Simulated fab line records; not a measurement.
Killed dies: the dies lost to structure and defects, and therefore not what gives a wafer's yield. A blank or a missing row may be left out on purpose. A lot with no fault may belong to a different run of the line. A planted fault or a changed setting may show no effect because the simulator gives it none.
fab line records -- flow sky130
record lots=6, wafers=18, last-day=49
route steps=708 shown LI_CONTACT@383 LOCAL_INTERCONNECT@387
lots untouched by any fault: they come from a run of this same line in which no faults occurred
start-h: start of the lot's first displayed wafer, in hours after the record's first day -- wait-h: time in hours since the lot's previous step -- " same as the row above -- L1.1+2: a single row standing in for several wafers -- - value missing, or start not given -- * or withheld: withheld -- < > ~ a bound
route shown NAME@n: NAME is a module with steps in the file, n the number in the route of the first one -- usual: mean and standard deviation over wafers with no fault -- same: alike in all rows -- chamber/n: place in a boat -- sites: the reading at each site -- _std_site: the values' standard deviation -- _edge_site: inner sites' mean taken away from outer sites' mean -- radius-mm: for every site, how far away it sits from the centre of the wafer -- mask NAME#n: copy n -- behind: the last tool/chamber to shape the wafer -- hold: the reason the lot was held/the length of the hold in hours/how it ended -- device: whichever transistor did not switch (one of n, p or np) -- end of line: the same wafers' tests at the end of the route -- a step with no rows: only its recipe -- killed: dies that structure and defects cost at the first sort, which is not the same as the wafer's yield -- map: a wafer's dies, marking killed ones x, the rest . and places with no die _
set.NAME: the setting the step ran with; set.NAME@STEP: the setting that earlier step ran with -- model.NAME: the simulator's own value behind a step, which no gauge read
lots seen at some steps along the route; tables by step, rows by wafer
services: the hour from which a tool's chamber was out of use, counted from the record's first day as start-h (under 0 if before that day), plus the number of hours and why
## steps
# step SKY_LI_CONTACT_CVD_21
# recipe material=W, target-thk-nm=400, time-s=120.56, temp-c=400, pressure-torr=40
# usual heater-power-w=876/78
lot.wafer,tool,chamber,start-h,wait-h,heater-power-w
L651.1,cvd-w-02,1,677.47,0.0,884
L651.2,cvd-w-02,0,677.47,0.0,757
L651.3,cvd-w-02,1,677.47,0.0,880
L655.1,cvd-w-01,1,708.08,0.0,936
L655.3,cvd-w-01,1,708.08,0.0,955
L655.5,cvd-w-01,0,708.08,0.0,851
L664.1,cvd-w-01,1,784.73,0.0,985
L664.3,cvd-w-01,0,784.73,0.0,903
L664.6,cvd-w-01,0,784.73,0.0,879
L666.1,cvd-w-02,0,800.35,0.0,744
L666.2,cvd-w-02,1,800.35,0.0,900
L666.5,cvd-w-02,0,800.35,0.0,751
L667.1,cvd-w-01,0,804.48,0.0,888
L667.3,cvd-w-01,0,804.48,0.0,887
L667.5,cvd-w-01,0,804.48,0.0,901
L670.2,cvd-w-02,0,831.28,0.0,735
L670.3,cvd-w-02,1,831.28,0.0,901
L670.5,cvd-w-02,1,831.28,0.0,907
# step SKY_LI_CONTACT_RS_MEAS_22
# recipe thk-meas-gauge=four-point-probe, reads=W_of_LI_CONTACT_CVD_21+TiN_of_LI_CONTACT_SPUTTER_20+Ti_of_LI_CONTACT_SPUTTER_19
# usual LI_CONTACT_W_RS=0.282/0.0071
lot.wafer,tool,chamber,start-h,wait-h,LI_CONTACT_W_RS[ohm/sq]
L651.1,film-metro-01,-,677.59,0.1,0.285
L651.2,film-metro-01,-,677.59,0.1,0.287
L651.3,film-metro-01,-,677.59,0.1,0.288
L655.1,film-metro-04,-,708.21,0.1,0.286
L655.3,film-metro-04,-,708.21,0.1,0.290
L655.5,film-metro-04,-,708.21,0.1,0.290
L664.1,film-metro-03,-,784.86,0.1,0.283
L664.3,film-metro-03,-,784.86,0.1,0.270
L664.6,film-metro-03,-,784.86,0.1,0.269
L666.1,film-metro-04,-,800.48,0.1,0.280
L666.2,film-metro-04,-,800.48,0.1,0.280
L666.5,film-metro-04,-,800.48,0.1,0.281
L667.1,film-metro-04,-,804.61,0.1,0.279
L667.3,film-metro-04,-,804.61,0.1,0.277
L667.5,film-metro-04,-,804.61,0.1,0.276
L670.2,film-metro-03,-,831.43,0.1,0.283
L670.3,film-metro-03,-,831.43,0.1,0.284
L670.5,film-metro-03,-,831.43,0.1,0.282
# step SKY_LI_CONTACT_THK_MEAS_23
# recipe thk-meas-gauge=xrf, reads=W_of_LI_CONTACT_CVD_21
# usual LI_CONTACT_W_THK=398/11
lot.wafer,tool,chamber,start-h,wait-h,LI_CONTACT_W_THK[nm]
L651.1,film-metro-01,-,677.71,0.1,396
L651.2,film-metro-01,-,677.71,0.1,392
L651.3,film-metro-01,-,677.71,0.1,392
L655.1,film-metro-04,-,708.33,0.1,397
L655.3,film-metro-04,-,708.33,0.1,391
L655.5,film-metro-04,-,708.33,0.1,394
L664.1,film-metro-03,-,784.98,0.1,394
L664.3,film-metro-03,-,784.98,0.1,411
L664.6,film-metro-03,-,784.98,0.1,414
L666.1,film-metro-04,-,800.60,0.1,400
L666.2,film-metro-04,-,800.60,0.1,403
L666.5,film-metro-04,-,800.60,0.1,401
L667.1,film-metro-04,-,804.73,0.1,404
L667.3,film-metro-04,-,804.73,0.1,409
L667.5,film-metro-04,-,804.73,0.1,407
L670.2,film-metro-03,-,831.54,0.1,397
L670.3,film-metro-03,-,831.54,0.1,392
L670.5,film-metro-03,-,831.54,0.1,394
# step SKY_LI_CONTACT_CMP_24
# recipe stop-on=PSG, t-overpolish-s=20, down-force-psi=3.5, platen-rpm=60, target-thk-nm=0, pad-velocity-m-s=0.94248
# usual motor-current-A=11.2/0.76, overpolish-run-s=20.000/0.0096, time-to-endpoint-s=98/4
lot.wafer,tool,chamber,start-h,wait-h,motor-current-A,overpolish-run-s,time-to-endpoint-s
L651.1,cmp-01,0,677.82,0.1,10.2,20.020,98
L651.2,cmp-01,1,677.82,0.1,11.4,20.000,104
L651.3,cmp-01,2,677.82,0.1,10.8,20.003,100
L655.3,cmp-02,2,708.39,0.0,11.4,19.998,98
L655.1,cmp-02,1,708.39,0.0,10.6,19.990,97
L655.5,cmp-02,2,708.39,0.0,10.9,19.999,97
L664.1,cmp-01,3,785.14,0.1,11.3,20.006,91
L664.3,cmp-01,0,785.14,0.1,9.7,20.011,99
L664.6,cmp-01,2,785.14,0.1,11.3,20.002,103
L666.2,cmp-01,3,800.76,0.1,11.1,19.989,97
L666.1,cmp-01,0,800.76,0.1,10.3,20.007,96
L666.5,cmp-01,2,800.76,0.1,10.5,19.998,94
L667.3,cmp-01,3,804.84,0.1,11.3,19.992,96
L667.1,cmp-01,0,804.84,0.1,10.0,20.003,100
L667.5,cmp-01,2,804.84,0.1,11.0,19.990,103
L670.2,cmp-01,2,831.64,0.1,10.8,20.003,96
L670.3,cmp-01,3,831.64,0.1,11.4,20.003,95
L670.5,cmp-01,2,831.64,0.1,10.9,20.006,98
# step SKY_LOCAL_INTERCONNECT_SPUTTER_00
# recipe material=TiN, target-thk-nm=100, temp-c=300, power-w=6500, time-s=83.3, chamber-pressure-pa=0.4
# usual throttle-valve-pct=30.1/0.84
lot.wafer,tool,chamber,start-h,wait-h,throttle-valve-pct
L651.1,pvd-sputter-02,-,678.07,0.2,29.9
L651.2,pvd-sputter-02,-,678.07,0.2,29.6
L651.3,pvd-sputter-02,-,678.07,0.2,31.2
L655.1,pvd-sputter-01,-,708.69,0.1,29.8
L655.3,pvd-sputter-01,-,708.69,0.1,29.1
L655.5,pvd-sputter-01,-,708.69,0.1,29.7
L664.1,pvd-sputter-04,-,785.34,0.1,29.1
L664.3,pvd-sputter-04,-,785.34,0.1,30.0
L664.6,pvd-sputter-04,-,785.34,0.1,29.6
L666.1,pvd-sputter-04,-,800.96,0.1,29.7
L666.2,pvd-sputter-04,-,800.96,0.1,30.5
L666.5,pvd-sputter-04,-,800.96,0.1,30.1
L667.1,pvd-sputter-04,-,805.09,0.1,30.3
L667.3,pvd-sputter-04,-,805.09,0.1,29.9
L667.5,pvd-sputter-04,-,805.09,0.1,29.4
L670.2,pvd-sputter-01,-,831.89,0.2,29.2
L670.3,pvd-sputter-01,-,831.89,0.2,32.2
L670.5,pvd-sputter-01,-,831.89,0.2,32.2
# step SKY_LOCAL_INTERCONNECT_RS_MEAS_01
# recipe thk-meas-gauge=four-point-probe, reads=TiN_of_LOCAL_INTERCONNECT_SPUTTER_00
# usual LOCAL_INTERCONNECT_TIN_RS=14.09/0.15
lot.wafer,tool,chamber,start-h,wait-h,LOCAL_INTERCONNECT_TIN_RS[ohm/sq]
L651.1,film-metro-02,-,678.14,0.0,14.09
L651.2,film-metro-02,-,678.14,0.0,14.26
L651.3,film-metro-02,-,678.14,0.0,14.33
L655.1,film-metro-01,-,708.75,0.0,13.88
L655.3,film-metro-01,-,708.75,0.0,13.83
L655.5,film-metro-01,-,708.75,0.0,13.79
L664.1,film-metro-02,-,785.40,0.0,14.31
L664.3,film-metro-02,-,785.40,0.0,14.19
L664.6,film-metro-02,-,785.40,0.0,14.13
L666.1,film-metro-04,-,801.02,0.0,14.22
L666.2,film-metro-04,-,801.02,0.0,14.28
L666.5,film-metro-04,-,801.02,0.0,14.19
L667.1,film-metro-02,-,805.15,0.0,14.19
L667.3,film-metro-02,-,805.15,0.0,14.16
L667.5,film-metro-02,-,805.15,0.0,14.19
L670.2,film-metro-01,-,831.97,0.1,14.13
L670.3,film-metro-01,-,831.97,0.1,14.01
L670.5,film-metro-01,-,831.97,0.1,14.01
# step SKY_LOCAL_INTERCONNECT_THK_MEAS_02
# recipe thk-meas-gauge=xrf, reads=TiN_of_LOCAL_INTERCONNECT_SPUTTER_00
# usual LOCAL_INTERCONNECT_TIN_THK=100.0/1.1
lot.wafer,tool,chamber,start-h,wait-h,LOCAL_INTERCONNECT_TIN_THK[nm]
L651.1,film-metro-02,-,678.26,0.1,99.4
L651.2,film-metro-02,-,678.26,0.1,98.3
L651.3,film-metro-02,-,678.26,0.1,97.8
L655.1,film-metro-01,-,708.87,0.1,100.5
L655.3,film-metro-01,-,708.87,0.1,101.2
L655.5,film-metro-01,-,708.87,0.1,101.9
L664.1,film-metro-02,-,785.52,0.1,98.5
L664.3,film-metro-02,-,785.52,0.1,99.4
L664.6,film-metro-02,-,785.52,0.1,99.4
L666.1,film-metro-04,-,801.14,0.1,99.2
L666.2,film-metro-04,-,801.14,0.1,98.3
L666.5,film-metro-04,-,801.14,0.1,99.2
L667.1,film-metro-02,-,805.27,0.1,98.7
L667.3,film-metro-02,-,805.27,0.1,99.0
L667.5,film-metro-02,-,805.27,0.1,98.7
L670.2,film-metro-01,-,832.08,0.1,100.6
L670.3,film-metro-01,-,832.08,0.1,100.9
L670.5,film-metro-01,-,832.08,0.1,101.1
# step SKY_LOCAL_INTERCONNECT_DEHYDRATE_03
# recipe temp-c=200, time-s=60
# step SKY_LOCAL_INTERCONNECT_HMDS_04
# recipe prime-time-s=60, prime-temp-c=120
# step SKY_LOCAL_INTERCONNECT_COAT_05
# recipe resist=BARC, temp-c=withheld, time-s=withheld, spin-rpm=3000, resist-thk-nm=60
# step SKY_LOCAL_INTERCONNECT_COAT_06
# recipe resist=KrF-thick, spin-rpm=3000, resist-thk-nm=450
# step SKY_LOCAL_INTERCONNECT_SOFTBAKE_07
# recipe temp-c=100, time-s=90, resist=KrF-thick
# step SKY_LOCAL_INTERCONNECT_EXPOSE_08
# recipe mask-id=LI1M, na=0.8, source-shape=annular, sigma-inner=0.55, sigma-outer=0.85, target-cd-nm=170, dose-mj=28
# usual stage-vel-mm-s=499.92/0.24
lot.wafer,tool,chamber,start-h,wait-h,mask,stage-vel-mm-s
L651.1,krf-scanner-02,0,692.35,-,LI1M#0,500.42
L651.2,krf-scanner-02,0,692.35,-,LI1M#0,500.17
L651.3,krf-scanner-02,0,692.35,-,LI1M#0,500.08
L655.1,krf-scanner-01,0,723.41,-,LI1M#0,500.05
L655.3,krf-scanner-01,0,723.41,-,LI1M#0,500.17
L655.5,krf-scanner-01,0,723.41,-,LI1M#0,499.90
L664.1,krf-scanner-01,0,798.58,-,LI1M#0,500.48
L664.3,krf-scanner-01,0,798.58,-,LI1M#0,499.98
L664.6,krf-scanner-01,0,798.58,-,LI1M#0,499.67
L666.1,krf-scanner-01,0,815.29,-,LI1M#0,500.01
L666.2,krf-scanner-01,0,815.29,-,LI1M#0,500.21
L666.5,krf-scanner-01,0,815.29,-,LI1M#0,500.04
L667.1,krf-scanner-01,0,818.93,-,LI1M#0,499.46
L667.3,krf-scanner-01,0,818.93,-,LI1M#0,499.62
L667.5,krf-scanner-01,0,818.93,-,LI1M#0,499.76
L670.2,krf-scanner-02,0,845.57,-,LI1M#0,499.97
L670.3,krf-scanner-02,0,845.57,-,LI1M#0,500.07
L670.5,krf-scanner-02,0,845.57,-,LI1M#0,500.39
# step SKY_LOCAL_INTERCONNECT_PEB_09
# recipe peb-temp-c=withheld, peb-time-s=withheld, resist=KrF-thick
# step SKY_LOCAL_INTERCONNECT_DEVELOP_10
# recipe develop-time-s=60, resist=KrF-thick, dev-temp-c=21
# step SKY_LOCAL_INTERCONNECT_CD_MEAS_11
# recipe target-cd-nm=170
# usual cd-nm=170.5/1.8
lot.wafer,tool,chamber,start-h,wait-h,cd-nm
L651.1,cd-sem-01,-,706.75,-,168.9
L651.2,cd-sem-01,-,706.75,-,171.5
L651.3,cd-sem-01,-,706.75,-,169.4
L655.1,cd-sem-02,-,737.43,-,172.7
L655.3,cd-sem-02,-,737.43,-,171.8
L655.5,cd-sem-02,-,737.43,-,171.2
L664.1,cd-sem-01,-,812.33,-,171.8
L664.3,cd-sem-01,-,812.33,-,170.8
L664.6,cd-sem-01,-,812.33,-,170.3
L666.1,cd-sem-02,-,828.70,-,168.8
L666.2,cd-sem-02,-,828.70,-,170.7
L666.5,cd-sem-02,-,828.70,-,-
L667.1,cd-sem-01,-,832.03,-,169.6
L667.3,cd-sem-01,-,832.03,-,169.4
L667.5,cd-sem-01,-,832.03,-,-
L670.2,cd-sem-02,-,858.09,-,173.0
L670.3,cd-sem-02,-,858.09,-,171.9
L670.5,cd-sem-02,-,858.09,-,171.5
# step SKY_LOCAL_INTERCONNECT_OVL_MEAS_12
# usual LOCAL_INTERCONNECT_OVL=-5/4.6
lot.wafer,tool,chamber,start-h,wait-h,LOCAL_INTERCONNECT_OVL[nm]
L651.1,overlay-01,-,706.87,0.1,-5
L651.2,overlay-01,-,706.87,0.1,0
L651.3,overlay-01,-,706.87,0.1,-6
L655.1,overlay-02,-,737.57,0.1,-3
L655.3,overlay-02,-,737.57,0.1,-4
L655.5,overlay-02,-,737.57,0.1,-8
L664.1,overlay-02,-,812.48,0.1,-6
L664.3,overlay-02,-,812.48,0.1,-11
L664.6,overlay-02,-,812.48,0.1,-6
L666.1,overlay-02,-,828.82,0.1,-9
L666.2,overlay-02,-,828.82,0.1,-6
L666.5,overlay-02,-,828.82,0.1,-
L667.1,overlay-02,-,832.15,0.1,-8
L667.3,overlay-02,-,832.15,0.1,-6
L667.5,overlay-02,-,832.15,0.1,-
L670.2,overlay-02,-,858.19,0.1,-9
L670.3,overlay-02,-,858.19,0.1,-8
L670.5,overlay-02,-,858.19,0.1,-6
# step SKY_LOCAL_INTERCONNECT_ETCH_13
# recipe chemistry=N2/H2, target=BARC, ion-energy-ev=200, bias-w=100, pressure-mtorr=30, n2-flow-sccm=100, h2-flow-sccm=200, icp-w=500, stop-on=SiO2, time-s=45.9, target-depth-a=600
# usual drypump-motor-current-A=5.7/0.4, he-backside-leak-sccm=3.3/0.31, oes-product-au=0.855/0.0051, throttle-valve-pct=13.226/0.0085
lot.wafer,tool,chamber,start-h,wait-h,drypump-motor-current-A,he-backside-leak-sccm,oes-product-au,rf-hours-counter-h,throttle-valve-pct
L651.1,rie-metal-02,1,706.91,0.0,6.0,3.3,0.859,1,13.234
L651.2,rie-metal-02,0,706.91,0.0,5.1,3.4,0.864,13,13.229
L651.3,rie-metal-02,1,706.91,0.0,6.0,3.3,0.854,-,13.221
L655.1,rie-metal-02,1,737.61,0.0,6.0,3.3,0.851,3,13.222
L655.3,rie-metal-02,0,737.61,0.0,5.1,3.5,0.851,-,13.234
L655.5,rie-metal-02,1,737.61,0.0,6.0,3.2,0.852,-,13.220
L664.1,rie-metal-02,1,812.51,0.0,6.0,3.3,0.853,5,13.233
L664.3,rie-metal-02,1,812.51,0.0,6.0,3.5,0.851,-,13.214
L664.6,rie-metal-02,0,812.51,0.0,5.0,3.4,0.850,-,13.222
L666.1,rie-metal-03,0,828.86,0.0,6.1,3.3,0.865,9,13.224
L666.2,rie-metal-03,1,828.86,0.0,5.9,3.3,0.857,5,13.239
L666.5,rie-metal-03,1,828.86,0.0,5.9,3.2,0.857,-,13.231
L667.1,rie-metal-02,1,832.19,0.0,6.0,3.4,0.852,6,13.214
L667.3,rie-metal-02,1,832.19,0.0,6.0,3.4,0.853,-,13.242
L667.5,rie-metal-02,0,832.19,0.0,5.1,3.5,0.845,-,13.232
L670.2,rie-metal-02,0,858.22,0.0,5.0,3.5,0.854,4,13.230
L670.3,rie-metal-02,0,858.22,0.0,5.1,3.5,0.859,-,13.218
L670.5,rie-metal-02,0,858.22,0.0,5.0,3.4,0.860,-,13.239
## services
tool,chamber,start-h,hours,kind
krf-scanner-01,-,660.01,0.8,repair
krf-scanner-01,-,676.34,1.3,pm
cmp-01,-,680.20,9.4,repair
krf-scanner-01,-,685.60,0.8,pm
rie-metal-02,-,687.90,0.2,repair
cvd-w-02,1,688.42,13.9,repair
krf-scanner-02,-,693.21,1.0,pm
cmp-01,-,694.92,2.7,repair
krf-scanner-02,-,698.81,2.2,repair
cvd-w-01,1,709.58,18.8,repair
pvd-sputter-04,-,729.79,3.8,repair
krf-scanner-02,-,733.01,1.3,pm
cmp-01,-,744.00,4.0,pm
pvd-sputter-04,-,752.41,1.8,repair
cvd-w-02,1,754.06,12.7,repair
pvd-sputter-01,-,754.63,6.9,repair
cmp-01,-,758.75,1.3,repair
krf-scanner-01,-,774.27,0.6,repair
krf-scanner-02,-,816.80,0.8,pm
krf-scanner-01,-,817.60,1.0,pm
krf-scanner-02,-,840.19,2.0,repair
krf-scanner-01,-,852.24,1.3,pm
krf-scanner-01,-,854.40,0.8,pm
krf-scanner-02,-,857.36,3.6,pm
## key
first-sign step=SKY_LOCAL_INTERCONNECT_CD_MEAS_11, reading=cd-nm, direction=missing
effect step=SKY_LOCAL_INTERCONNECT_OVL_MEAS_12, reading=LOCAL_INTERCONNECT_OVL, direction=missing
met-at SKY_LOCAL_INTERCONNECT_EXPOSE_08
struck-wafers L666.5,L667.5
later-rows-left-out L666.5,L667.5
sort-left-out L666.5,L667.5
tester-left-out L666,L667
onset-between 798.58 815.29
fault kind=process-parameter-drift, tool=krf-scanner-01, chamber=-, onset-h=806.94, steps=SKY_LOCAL_INTERCONNECT_EXPOSE_08, channel=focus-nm, offset=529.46, shape=step, end-h=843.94, scope=struck-wafers-only
# tester-left-out: of these lots the tester's yield and bins aren't shown, on N5 and GAA mostly nor the transistor test; their killed dies are dies lost to structure and defects alone, not to doping, threshold or leakage, so they don't give the yield
# sort-left-out: the simulated sort isn't trusted on such a fault, so these wafers' sort isn't shown, and their yield isn't known
# later-rows-left-out: the simulator's readings of these wafers behind a module that went badly wrong aren't trusted and aren't shown, but for the sort
